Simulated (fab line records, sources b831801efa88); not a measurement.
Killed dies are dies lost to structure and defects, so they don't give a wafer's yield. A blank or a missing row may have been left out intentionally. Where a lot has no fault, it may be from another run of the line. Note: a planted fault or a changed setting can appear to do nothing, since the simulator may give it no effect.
Code-filled problem report in 8D (eight disciplines) form	flow sky130	the parts of the form that need people (team, actions taken, sign-off) are left out

## 1. PROBLEM STATEMENT
spin speed rpm at SKY_METAL3_COAT_07 reads a mean of 1943.4 rpm on 6 wafers of 2 lots; wafers without a fault read 2999.8 rpm with a standard deviation of 1.8. So: -99 or more standard deviations from the usual mean.
The step: resist thk 60 nm.
The first sign was on wafer L424.2 at day 42 11:21, on litho track-01. At this step, 42 wafers from 14 lots have a number in the record. The rule behind "out" and "out of limits": a value lying over 4 standard deviations away from the usual mean. The rest of the wafers with a number are treated as sound.

## 2. WHAT THIS IS AND IS NOT
question	is	is not
which readings at this step	spin speed rpm	-
which lots	L424, L426	L411, L412, L413, L414, L415, L417, L419, L421, L423, L425, L431, L432
which wafers of those lots	all that have a number	-
read on which tools	litho track-01	litho track-02, litho track-04
when	from day 42 11:21	up to then (27 sound wafers); but 9 sound wafers of L425, L431, L432 came after

## 3. SUSPECTS, AND WHAT RULES EACH OUT
Counting: a tool at a process step up to the reading stays a suspect if it ran every lot that is out and no sound lot after the first of them.
- litho track-01 at SKY_METAL3_COAT_07 (resist thk 60 nm): kept. Every lot that is out went through it, starting with L424 (day 42 11:21), and after that it ran no sound lot; the last sound lot it ran before then is L421 (day 41 16:32). Its own readings are out on those wafers: spin speed rpm.
Left after counting: litho track-01 at SKY_METAL3_COAT_07.

## 4. THE CAUSE (what the simulator had put in)
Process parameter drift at SKY_METAL3_COAT_07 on litho track-01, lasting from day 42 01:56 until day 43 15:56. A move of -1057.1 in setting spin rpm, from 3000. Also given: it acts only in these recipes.
This tool alone remained once counting was done.

## 5. THE CHAIN OF EFFECTS, in route order
Each row: a reading where the mean over the struck wafers with a number is more than 3 standard deviations away from the usual. Only readings for which the record gives a usual standard deviation are gone through. hours: the time from each lot's start at the first step in this table that gives one to its start at this step, as a median over the lots. sigmas: the change in usual standard deviations.
hours	step	reading	usual	on struck wafers	change	sigmas
0	SKY_METAL3_COAT_07	spin speed rpm	2999.8 rpm	1943.4	-1056.4	-99 or more
12	SKY_METAL3_ETCH_16	oes product au	0.625 a.u.	0.688	+0.063	+13
Process steps it contains:
- SKY_METAL3_COAT_07: resist thk 60 nm.
- SKY_METAL3_ETCH_16: etches BARC in N2/H2, stops on SiO2, time 88.2 s, target depth 60 nm.

## 6. WHAT WOULD HAVE CAUGHT IT SOONER
First out-of-limits reading in this record: day 42 11:21, which is 9 hours after fault onset at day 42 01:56.
